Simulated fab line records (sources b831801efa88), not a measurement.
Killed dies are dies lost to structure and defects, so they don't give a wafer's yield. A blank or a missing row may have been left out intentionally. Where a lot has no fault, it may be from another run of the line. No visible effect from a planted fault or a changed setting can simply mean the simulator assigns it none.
The tool behind it: which one?    flow sky130    12 lots, 36 wafers sampled, at 5 steps of a route of 708

== WHAT THE GAUGES SHOWED, per wafer ==
SKY_SONOS_TUNNEL_OVL_MEAS_08.
lot   measured      on          SONOS_TUNNEL_OVL (nm)
L647  day 11 03:38  overlay-01  -0.8 0.9 0.9
L648  day 11 16:04  overlay-01  0.0 0.1 1.2
L649  day 12 03:43  overlay-01  -1.7 -1.5 -1.6
L654  day 13 15:02  overlay-01  2.2 1.6 0.8
L659  day 15 11:04  overlay-02  -1.4 -4.1 -3.2
L661  day 16 02:58  overlay-02  -1.6 -2.0 -1.3
L662  day 16 13:04  overlay-02  -1.4 -1.3 -0.2
L664  day 17 06:25  overlay-01  -1.5 -2.9 -3.7
L666  day 17 15:11  overlay-01  0.3 0.8 0.2
L667  day 17 21:34  overlay-02  -0.5 -0.6 0.8
L669  day 18 19:58  overlay-01  -0.9 -0.1 -0.5
L670  day 19 02:01  overlay-01  0.5 0.7 2.0

SKY_SONOS_ONO_CD_MEAS_13: the cd target is 410 nm.
lot   measured      on         cd_nm (nm)
L647  day 12 07:26  cd_sem-02  408.1 408.9 406.6
L648  day 12 22:28  cd_sem-02  410.0 411.2 409.2
L649  day 13 09:37  cd_sem-01  411.9 409.7 408.4
L654  day 14 23:24  cd_sem-01  406.9 406.7 409.3
L659  day 16 20:02  cd_sem-02  409.6 408.8 409.7
L661  day 17 11:53  cd_sem-02  411.0 411.6 412.6
L662  day 18 00:56  cd_sem-01  409.1 408.9 411.3
L664  day 18 19:13  cd_sem-01  409.4 410.4 409.4
L666  day 19 02:14  cd_sem-02  405.7 408.1 410.6
L667  day 19 10:47  cd_sem-02  406.9 409.8 411.2
L669  day 20 06:49  cd_sem-01  407.7 406.5 406.8
L670  day 21 05:19  cd_sem-01  411.2 411.5 410.6

SKY_POLY_GATE_THK_MEAS_21.
lot   measured      on             POLY_GATE_OXIDATION_THK (nm)
L647  day 16 03:52  film_metro-03  6.65 6.63 6.63 6.70 6.64 6.56
L648  day 16 22:01  film_metro-03  6.30 6.18 6.35 6.32 6.23 6.38
L649  day 17 07:15  film_metro-03  4.08 4.09 4.01
L654  day 19 02:34  film_metro-04  4.01 3.96 4.04
L659  day 21 02:07  film_metro-01  4.09 4.01 4.08
L661  day 21 18:42  film_metro-03  4.10 4.04 4.07
L662  day 22 06:33  film_metro-04  4.08 4.12 4.07
L664  day 22 22:54  film_metro-04  3.96 3.94 4.01
L666  day 23 08:29  film_metro-01  4.03 4.01 4.06
L667  day 23 18:50  film_metro-03  3.97 4.02 4.01
L669  day 24 10:26  film_metro-01  4.20 4.14 4.10
L670  day 25 08:02  film_metro-04  4.11 3.92 4.00

== EACH LOT AND THE TOOL THAT RAN IT (in order: tool; ch and the chambers of the sampled wafers; start) ==
lot   SKY_VT_ADJUST_PCH_STRIP_09            SKY_POLY_GATE_OXIDATION_20
L647  plasma_asher-02 ch 0,1, day 10 05:04  furnace-02 ch 0, day 16 01:11
L648  plasma_asher-02 ch 1, day 10 16:19    furnace-02 ch 0, day 16 18:10
L649  plasma_asher-01 ch 0,1, day 11 03:10  furnace-01 ch 0, day 17 06:00
L654  plasma_asher-01 ch 0,1, day 12 13:10  furnace-01 ch 0, day 19 01:18
L659  plasma_asher-01 ch 0,1, day 14 08:01  furnace-02 ch 0, day 21 00:51
L661  plasma_asher-01 ch 0,1, day 14 23:43  furnace-02 ch 0, day 21 17:27
L662  plasma_asher-01 ch 0,1, day 15 09:30  furnace-02 ch 0, day 22 05:18
L664  plasma_asher-03 ch 0,1, day 16 01:27  furnace-02 ch 0, day 22 21:39
L666  plasma_asher-03 ch 0,1, day 16 10:16  furnace-01 ch 0, day 23 07:13
L667  plasma_asher-01 ch 0,1, day 16 16:16  furnace-01 ch 0, day 23 17:35
L669  plasma_asher-02 ch 0,1, day 17 14:43  furnace-02 ch 0, day 24 09:10
L670  plasma_asher-02 ch 0,1, day 17 20:09  furnace-02 ch 0, day 25 06:46
- SKY_VT_ADJUST_PCH_STRIP_09: strips in O2/N2.
- SKY_POLY_GATE_OXIDATION_20: stabilise 600 s, purge 300 s, target thk 4 nm.

== AS READ BY THE TOOLS THEMSELVES (means over the sampled wafers that have a number; for cases with no such wafer, the mark the record gives instead) ==
SKY_VT_ADJUST_PCH_STRIP_09.
lot   tool             drypump_motor_current_A (A)  n2_flow_sccm (sccm)  oes_product_au (a.u.)  strip_time_to_endpoint_s (s)
L647  plasma_asher-02  5.35                         299.1                0.724                  36.88
L648  plasma_asher-02  5.38                         300.1                0.728                  36.77
L649  plasma_asher-01  5.99                         299.3                0.724                  36.98
L654  plasma_asher-01  5.99                         299.1                0.715                  37.00
L659  plasma_asher-01  5.92                         298.9                0.717                  36.90
L661  plasma_asher-01  5.94                         300.4                0.728                  36.95
L662  plasma_asher-01  5.94                         298.7                0.722                  36.77
L664  plasma_asher-03  5.50                         299.8                0.719                  37.00
L666  plasma_asher-03  5.49                         300.5                0.720                  36.95
L667  plasma_asher-01  5.99                         300.9                0.719                  36.99
L669  plasma_asher-02  5.33                         299.7                0.727                  36.84
L670  plasma_asher-02  5.34                         300.7                0.725                  36.84

SKY_POLY_GATE_OXIDATION_20.
lot   tool        spike_tc_centre_C (C)  spike_tc_upper_C (C)
L647  furnace-02  850.6                  849.8
L648  furnace-02  850.6                  849.4
L649  furnace-01  849.1                  849.5
L654  furnace-01  850.1                  849.7
L659  furnace-02  849.3                  849.3
L661  furnace-02  850.9                  849.9
L662  furnace-02  851.0                  849.9
L664  furnace-02  850.3                  850.0
L666  furnace-01  849.5                  849.9
L667  furnace-01  849.4                  849.9
L669  furnace-02  849.4                  849.4
L670  furnace-02  851.4                  850.2

== THE ANSWER, worked out from the rows above alone ==
Rule: what is usual is taken from the lots themselves. The widest of any qualifying gaps counts: lots, ordered by their means at a reading, are off when they make up no more than a third of the lots, leave a main group of 4 or more, and stand apart from it by 3 or more times the standard deviation of that group's means. The tables above print the reading to a certain number of digits; a main group whose means all agree to those digits is not used. Also off: a lot with no number at a reading for which 4 or more lots have one. Where the step has rows for the other lots, those lots are counted as sound. The gauges are gone through in route order, then the tools' own readings, and for those a lot's mean is taken as printed above. At the first step where some lot is off, the reading lying furthest off is the one used; lots without a number count as furthest.
Off: L647, L648, at SKY_POLY_GATE_THK_MEAS_21 (POLY_GATE_OXIDATION_THK). For the main group the mean is 4.04 nm and the standard deviation 0.049.
A tool fits if, at a process step before that reading, it ran every lot that is off, and no sound lot after the first of them. Gauges at SKY_POLY_GATE_THK_MEAS_21: tried the same way as those tools. None of those tried fits.

== WHAT THE SIMULATOR HAD INSERTED ==
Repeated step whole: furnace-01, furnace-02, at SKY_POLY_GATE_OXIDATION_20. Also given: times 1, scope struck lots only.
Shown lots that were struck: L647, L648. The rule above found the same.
